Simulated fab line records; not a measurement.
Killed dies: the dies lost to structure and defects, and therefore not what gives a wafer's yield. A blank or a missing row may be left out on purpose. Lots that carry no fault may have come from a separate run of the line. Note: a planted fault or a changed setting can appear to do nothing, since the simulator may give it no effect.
Check of tool commonality    flow gf180mcu    11 lots, 33 wafers sampled

== WHAT PROMPTED THE OPENING ==
GF_M4_RS_MEAS_05, reading M4_ALCU_RS: flagged on 3 of 11 lots. Fault-free wafers read 0.0690 ohm/sq, with a standard deviation of 0.00076.
Rule: a lot gets a flag if all its wafers with a number sit over 4 standard deviations from that mean, or if no wafer of it has a number. All remaining lots are regarded as sound.

lot   measured      on             M4_ALCU_RS (ohm/sq), wafer by wafer  flag
L593  day 23 12:40  film_metro-02  0.0693 0.0682 0.0695                 
L596  day 24 14:28  film_metro-03  0.0697 0.0696 0.0698                 
L601  day 26 19:48  film_metro-04  0.0704 0.0706 0.0698                 
L603  day 27 04:17  film_metro-04  7.1582 7.1585 7.1197                 FLAGGED
L604  day 27 11:08  film_metro-04  7.2079 7.1588 7.1646                 FLAGGED
L606  day 27 20:29  film_metro-03  7.2364 7.2688 7.2374                 FLAGGED
L609  day 28 15:46  film_metro-03  0.0689 0.0675 0.0686                 
L610  day 29 02:10  film_metro-04  0.0676 0.0688 0.0691                 
L611  day 29 06:26  film_metro-03  0.0689 0.0678 0.0692                 
L612  day 29 12:30  film_metro-04  0.0699 0.0689 0.0697                 
L613  day 29 19:46  film_metro-03  0.0687 0.0685 0.0687                 
Averaged over the flagged lots the numbers come to 7.1900 ohm/sq, +7.1210 ohm/sq from the usual (+99 or more standard deviations).

== WHICH TOOL RAN EACH LOT ==
Before the reading, the record contains 3 process steps out of a 602-step route. Every cell lists first the tool, next ch and the chambers used by the sampled wafers, and last the start.
lot   flag     GF_V3_ETCH_16                       GF_M4_SPUTTER_00              GF_M4_SPUTTER_02
L593           rie_diel-03 ch 0,1,2, day 23 10:43  pvd_sputter-04, day 23 12:25  pvd_sputter-04, day 23 12:33
L596           rie_diel-04 ch 0,1,2, day 24 12:52  pvd_sputter-01, day 24 14:15  pvd_sputter-01, day 24 14:23
L601           rie_diel-03 ch 0,1,3, day 26 18:04  pvd_sputter-01, day 26 19:32  pvd_sputter-01, day 26 19:41
L603  FLAGGED  rie_diel-01 ch 1,2,3, day 27 02:40  pvd_sputter-04, day 27 04:01  pvd_sputter-04, day 27 04:09
L604  FLAGGED  rie_diel-04 ch 0,1,2, day 27 09:34  pvd_sputter-03, day 27 10:55  pvd_sputter-03, day 27 11:03
L606  FLAGGED  rie_diel-01 ch 0,1,2, day 27 18:55  pvd_sputter-04, day 27 20:16  pvd_sputter-04, day 27 20:24
L609           rie_diel-01 ch 1,2,3, day 28 14:10  pvd_sputter-04, day 28 15:32  pvd_sputter-04, day 28 15:40
L610           rie_diel-04 ch 1,2, day 29 00:34    pvd_sputter-04, day 29 01:55  pvd_sputter-04, day 29 02:03
L611           rie_diel-01 ch 0,2,3, day 29 04:49  pvd_sputter-04, day 29 06:13  pvd_sputter-04, day 29 06:20
L612           rie_diel-01 ch 0,1,2, day 29 10:52  pvd_sputter-03, day 29 12:16  pvd_sputter-03, day 29 12:23
L613           rie_diel-03 ch 0,2,3, day 29 18:11  pvd_sputter-01, day 29 19:32  pvd_sputter-01, day 29 19:40
These steps, and what they do:
- GF_V3_ETCH_16: etches BARC in N2/H2.
- GF_M4_SPUTTER_00: material Ti, target thk 37.5 nm, time 145 s.
- GF_M4_SPUTTER_02: material AlCu, target thk 450 nm, time 23.9 s.
- GF_M4_RS_MEAS_05: measures by four-point-probe.

== FLAGGED AGAINST TOTAL, ONE TOOL AT A TIME (gauges that did the reading follow at the end) ==
step              tool            lots run  flagged  share of the flagged lots  sound lots run after its first flagged lot
GF_V3_ETCH_16     rie_diel-01     5         2        some                       3 (L609,L611,L612)
GF_V3_ETCH_16     rie_diel-03     3         0        none                       -
GF_V3_ETCH_16     rie_diel-04     3         1        some                       1 (L610)
GF_M4_SPUTTER_00  pvd_sputter-01  3         0        none                       -
GF_M4_SPUTTER_00  pvd_sputter-03  2         1        some                       1 (L612)
GF_M4_SPUTTER_00  pvd_sputter-04  6         2        some                       3 (L609,L610,L611)
GF_M4_SPUTTER_02  pvd_sputter-01  3         0        none                       -
GF_M4_SPUTTER_02  pvd_sputter-03  2         1        some                       1 (L612)
GF_M4_SPUTTER_02  pvd_sputter-04  6         2        some                       3 (L609,L610,L611)
GF_M4_RS_MEAS_05  film_metro-02   1         0        none                       -
GF_M4_RS_MEAS_05  film_metro-03   5         1        some                       3 (L609,L611,L613)
GF_M4_RS_MEAS_05  film_metro-04   5         2        some                       2 (L610,L612)

== WHAT IS ALLOWED BY THE TABLE ==
No row of the table ran every flagged lot.

== WHAT THE SIMULATOR HAD PUT IN ==
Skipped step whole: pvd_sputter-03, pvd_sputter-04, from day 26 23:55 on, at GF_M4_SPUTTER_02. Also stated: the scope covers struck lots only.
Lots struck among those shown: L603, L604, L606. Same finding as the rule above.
